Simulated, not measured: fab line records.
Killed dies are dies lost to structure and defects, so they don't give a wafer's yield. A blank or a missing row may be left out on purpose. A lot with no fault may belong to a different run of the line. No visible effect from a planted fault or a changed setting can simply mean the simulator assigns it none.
Tool commonality check + flow gf180mcu + 39 wafers sampled across 13 lots

== THE REASON FOR OPENING IT ==
2 of 13 lots carry a flag on the reading V5_CVD_00_THK at GF_V5_THK_MEAS_01. Wafers without a fault read 289 nm, standard deviation 3.2.
Rule: a lot is flagged when every wafer of it that has a number lies more than 4 standard deviations from that mean, or none has a number. As for the other lots, they are considered sound.

| lot  | measured     | on            | V5_CVD_00_THK (nm), wafer by wafer | flag    |
|------|--------------|---------------|------------------------------------|---------|
| L702 | day 26 05:43 | film-metro-04 | 287 285 288                        |         |
| L703 | day 26 09:29 | film-metro-02 | 285 285 288                        |         |
| L704 | day 26 20:21 | film-metro-04 | 283 284 285                        |         |
| L705 | day 27 02:11 | film-metro-02 | 286 288 287                        |         |
| L707 | day 28 03:44 | film-metro-03 | 579 577 578                        | FLAGGED |
| L711 | day 29 02:43 | film-metro-02 | 577 576 578                        | FLAGGED |
| L714 | day 30 15:20 | film-metro-04 | 288 289 288                        |         |
| L716 | day 30 19:25 | film-metro-03 | 289 293 296                        |         |
| L718 | day 31 06:34 | film-metro-02 | 295 292 294                        |         |
| L719 | day 31 15:36 | film-metro-02 | 290 292 293                        |         |
| L721 | day 31 21:20 | film-metro-04 | 288 285 287                        |         |
| L722 | day 32 02:53 | film-metro-03 | 290 292 292                        |         |
| L724 | day 32 14:05 | film-metro-02 | 295 295 286                        |         |
Average over the flagged lots: 578 nm; offset from the usual +288 nm, equal to +90 standard deviations.

== EACH LOT AND THE TOOL IT RAN ON ==
Before the reading, the record contains 3 process steps out of a 602-step route. Every cell lists first the tool, next ch and the chambers used by the sampled wafers, and last the start.
| lot  | flag    | GF_M4_STRIP_17                       | GF_V4_CMP_04                  | GF_V5_CVD_00                     |
|------|---------|--------------------------------------|-------------------------------|----------------------------------|
| L702 |         | plasma-asher-02 ch 0,1, day 23 08:22 | cmp-02 ch 0,1, day 23 09:19   | hdpcvd-01 ch 0,1,2, day 26 05:41 |
| L703 |         | plasma-asher-01 ch 0,1, day 23 12:10 | cmp-02 ch 0,3, day 23 13:00   | hdpcvd-02 ch 0,1, day 26 09:26   |
| L704 |         | plasma-asher-03 ch 1, day 24 00:07   | cmp-02 ch 0,2,3, day 24 00:55 | hdpcvd-01 ch 0,1, day 26 20:19   |
| L705 |         | plasma-asher-01 ch 0,1, day 24 07:08 | cmp-01 ch 1,2,3, day 24 07:54 | hdpcvd-01 ch 0,1,2, day 27 02:07 |
| L707 | FLAGGED | plasma-asher-01 ch 0,1, day 25 09:05 | cmp-01 ch 0,3, day 25 09:52   | hdpcvd-01 ch 0,1,2, day 28 03:22 |
| L711 | FLAGGED | plasma-asher-01 ch 0,1, day 26 11:13 | cmp-02 ch 0,1,3, day 26 12:08 | hdpcvd-02 ch 0,1,2, day 29 02:28 |
| L714 |         | plasma-asher-03 ch 0,1, day 28 01:30 | cmp-02 ch 1,2,3, day 28 02:27 | hdpcvd-01 ch 0,1,2, day 30 15:17 |
| L716 |         | plasma-asher-02 ch 0,1, day 28 06:58 | cmp-01 ch 0,1,2, day 28 07:49 | hdpcvd-02 ch 0,1,2, day 30 19:22 |
| L718 |         | plasma-asher-03 ch 0, day 28 18:43   | cmp-01 ch 0,3, day 28 19:32   | hdpcvd-02 ch 0,1, day 31 06:31   |
| L719 |         | plasma-asher-03 ch 0,1, day 29 05:21 | cmp-02 ch 0,2,3, day 29 06:08 | hdpcvd-02 ch 0,1, day 31 15:32   |
| L721 |         | plasma-asher-01 ch 0,1, day 29 11:48 | cmp-01 ch 0,1, day 29 12:34   | hdpcvd-01 ch 0,2, day 31 21:17   |
| L722 |         | plasma-asher-02 ch 0,1, day 29 17:25 | cmp-01 ch 0,1,3, day 29 18:19 | hdpcvd-02 ch 0,1, day 32 02:49   |
| L724 |         | plasma-asher-03 ch 0,1, day 30 06:06 | cmp-02 ch 0,1, day 30 07:00   | hdpcvd-02 ch 0,1,2, day 32 14:01 |
What these steps do:
- GF_M4_STRIP_17: strips in O2/N2.
- GF_V4_CMP_04: polishes SiO2.
- GF_V5_CVD_00: deposits SiO2, target thk 300 nm, time 48.29 s.
- GF_V5_THK_MEAS_01

== FLAGGED AGAINST TOTAL, ONE TOOL AT A TIME (gauges that did the reading follow at the end) ==
| step              | tool            | lots run | flagged | share of the flagged lots | sound lots run after its first flagged lot |
|-------------------|-----------------|----------|---------|---------------------------|--------------------------------------------|
| GF_M4_STRIP_17    | plasma-asher-01 | 5        | 2       | all                       | 1 (L721)                                   |
| GF_M4_STRIP_17    | plasma-asher-02 | 3        | 0       | none                      | -                                          |
| GF_M4_STRIP_17    | plasma-asher-03 | 5        | 0       | none                      | -                                          |
| GF_V4_CMP_04      | cmp-01          | 6        | 1       | some                      | 4 (L716,L718,L721,L722)                    |
| GF_V4_CMP_04      | cmp-02          | 7        | 1       | some                      | 3 (L714,L719,L724)                         |
| GF_V5_CVD_00      | hdpcvd-01       | 6        | 1       | some                      | 2 (L714,L721)                              |
| GF_V5_CVD_00      | hdpcvd-02       | 7        | 1       | some                      | 5 (L716,L718,L719,L722,L724)               |
| GF_V5_THK_MEAS_01 | film-metro-02   | 6        | 1       | some                      | 3 (L718,L719,L724)                         |
| GF_V5_THK_MEAS_01 | film-metro-03   | 3        | 1       | some                      | 2 (L716,L722)                              |
| GF_V5_THK_MEAS_01 | film-metro-04   | 4        | 0       | none                      | -                                          |

== WHAT IS ALLOWED BY THE TABLE ==
All flagged lots share 1 row of the table, namely plasma-asher-01 at GF_M4_STRIP_17.
- plasma-asher-01 at GF_M4_STRIP_17: 2 of its 5 lots flagged. After the first flagged lot (L721), sound lots still ran on it; a lasting fault on the whole tool would not permit that.
Every row of the table either missed a flagged lot or ran a sound lot after the first.

== WHAT THE SIMULATOR PUT IN ==
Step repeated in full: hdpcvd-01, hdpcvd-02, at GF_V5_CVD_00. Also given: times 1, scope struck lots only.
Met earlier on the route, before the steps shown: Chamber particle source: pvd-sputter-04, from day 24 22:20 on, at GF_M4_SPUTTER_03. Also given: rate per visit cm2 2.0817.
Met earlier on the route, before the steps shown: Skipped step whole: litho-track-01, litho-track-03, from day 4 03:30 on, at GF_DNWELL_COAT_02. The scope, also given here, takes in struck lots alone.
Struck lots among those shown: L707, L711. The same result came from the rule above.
